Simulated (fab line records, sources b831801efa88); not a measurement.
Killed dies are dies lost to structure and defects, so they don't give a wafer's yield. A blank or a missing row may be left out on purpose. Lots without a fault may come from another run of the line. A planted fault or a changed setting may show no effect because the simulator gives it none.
fab line records | flow gf180mcu
record lots=14 wafers=42 last_day=34
route steps=602 shown V5@556
lots that met no fault: from a run of the same line without faults
start_h: hours from the record's first day to the start of the lot's first wafer shown | wait_h: hours since the lot's step before | " the same as in the row above | L1.1+2: a row that stands for several wafers | - no value, or no start given | * or withheld: withheld | < > ~ a bound
route shown NAME@n: a module of which the file shows steps, and the number in the route of the first | usual: mean/standard deviation of fault-free wafers | same: alike in all rows | chamber/n: place in a boat | sites: the reading at each site | _std_site: their standard deviation | _edge_site: outer sites' mean less inner sites' | radius_mm: how far each site lies from the wafer's centre | mask NAME#n: copy n | behind: the tool/chamber that last shaped the wafer | hold: why the lot was held/for how many hours/how that ended | device: the transistor (n, p or np) that didn't switch | end of line: the same wafers' tests at the end of the route | a step without rows: its recipe alone | killed: dies lost to structure and defects at the first sort, not the wafer's yield | map: a wafer's dies, x killed, . not, _ none there
set.NAME: the setting as run; set.NAME@STEP: as run at that earlier step | model.NAME: the simulator's own value behind a step, which no gauge read
steps of the route over a sample of lots; a table a step, a row a wafer
services: from which hour (start_h, from the record's first day; less than 0 if before it) a tool's chamber was out of use, for how many hours, and why
## steps
# step GF_V5_ETCH_16
# recipe chemistry=N2/H2 target_depth_a=withheld overetch_a=withheld time_s=withheld target=BARC ion_energy_ev=200 source_w=500 bias_w=100 pressure_mtorr=30 n2_flow_sccm=100 h2_flow_sccm=200
# usual bias_w=100.0/0.3 drypump_motor_current_A=5.9/0.35 oes_product_au=0.855/0.0047 throttle_valve_pct=13.224/0.0088
# columns lot.wafer tool chamber start_h wait_h bias_w drypump_motor_current_A oes_product_au throttle_valve_pct
L415.2 rie_diel-04 0 644.51 0.0 100.4 6.2 0.846 13.230
L415.4 " 1 " " 100.5 6.1 0.851 13.232
L415.6 " 2 " " 100.1 6.1 0.852 13.225
L416.1 rie_diel-02 1 650.71 0.0 99.7 5.2 0.851 13.223
L416.2 " 2 " " 99.6 6.6 0.854 13.223
L416.5 " 3 " " 99.9 6.3 0.857 13.209
L423.1 rie_diel-04 1 710.40 0.0 93.0 6.1 0.849 13.236
L423.4 " 0 " " 92.9 6.2 0.852 13.236
L423.6 " 1 " " 92.9 6.1 0.847 13.228
L424.3 rie_diel-04 2 712.30 0.0 92.4 6.0 0.860 13.204
L424.5 " 3 " " 92.3 5.3 0.858 13.213
L424.6 " 0 " " 92.9 6.2 0.860 13.222
L425.4 rie_diel-02 3 717.38 0.0 100.4 6.3 0.859 13.240
L425.5 " 0 " " 100.3 5.7 0.864 13.227
L425.6 " 2 " " 100.0 6.6 0.862 13.225
L426.1 rie_diel-01 2 728.61 0.0 100.1 5.9 0.862 13.219
L426.3 " 3 " " 100.3 6.2 0.854 13.245
L426.6 " 2 " " 100.2 5.9 0.855 13.234
L427.1 rie_diel-01 3 732.30 0.0 100.0 6.3 0.857 13.229
L427.2 " 0 " " 99.9 5.6 0.862 13.223
L427.6 " 2 " " 99.9 5.9 0.851 13.204
L428.2 rie_diel-01 2 741.95 0.0 99.7 5.9 0.858 13.218
L428.4 " 1 " " 100.1 5.8 0.857 13.215
L428.5 " 3 " " 100.2 6.2 0.855 13.222
L429.2 rie_diel-01 1 745.41 0.0 100.3 5.8 0.867 13.211
L429.3 " 3 " " 100.1 6.2 0.851 13.218
L429.4 " 2 " " 100.1 5.9 0.854 13.221
L431.1 rie_diel-01 2 751.63 0.0 99.9 5.9 0.856 13.223
L431.3 " 0 " " 100.1 5.6 0.866 13.230
L431.5 " 0 " " 100.1 5.6 0.857 13.214
L432.3 rie_diel-01 0 759.50 0.0 99.9 5.6 0.854 13.216
L432.4 " 2 " " 100.2 5.9 0.851 13.227
L432.5 " 3 " " 99.8 6.2 0.862 13.222
L433.2 rie_diel-01 2 764.51 0.0 100.5 5.9 0.855 13.230
L433.5 " 2 " " 100.3 5.9 0.850 13.207
L433.6 " 3 " " 99.8 6.2 0.850 13.223
L435.3 rie_diel-04 2 780.56 0.0 100.4 6.0 0.855 13.231
L435.4 " 1 " " 99.6 6.1 0.861 13.213
L435.6 " 1 " " 99.9 6.1 0.859 13.228
L436.1 rie_diel-04 3 783.85 0.0 100.3 5.3 0.852 13.229
L436.2 " 2 " " 100.4 6.0 0.858 13.220
L436.5 " 1 " " 100.2 6.0 0.857 13.218
## services
# columns tool chamber start_h hours kind
rie_diel-01 0 637.27 - clean
rie_diel-01 0 637.27 29.1 scheduled_down
rie_diel-01 0 637.27 29.1 vent_cycle
rie_diel-04 1 669.06 7.1 repair
rie_diel-04 2 670.50 9.1 repair
rie_diel-02 2 670.95 2.7 repair
rie_diel-01 3 694.24 2.4 repair
rie_diel-04 3 708.22 2.8 repair
rie_diel-02 1 708.36 - clean
rie_diel-02 1 708.36 17.6 scheduled_down
rie_diel-02 1 708.36 17.6 vent_cycle
rie_diel-02 - 759.33 0.4 repair
## key
first_sign step=GF_V5_ETCH_16 reading=bias_w direction=down sigmas=24 usual=100.0 struck=92.7
effect none on later readings
met_at GF_V5_ETCH_16
struck_lots L423,L424
onset_between 644.51 710.40
fault kind=process_parameter_drift tool=rie_diel-04 chamber=- onset_h=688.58 steps=GF_V5_ETCH_16 channel=bias_w offset=-7.3257 shape=step end_h=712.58 acts_in=these_recipes_only stated=100
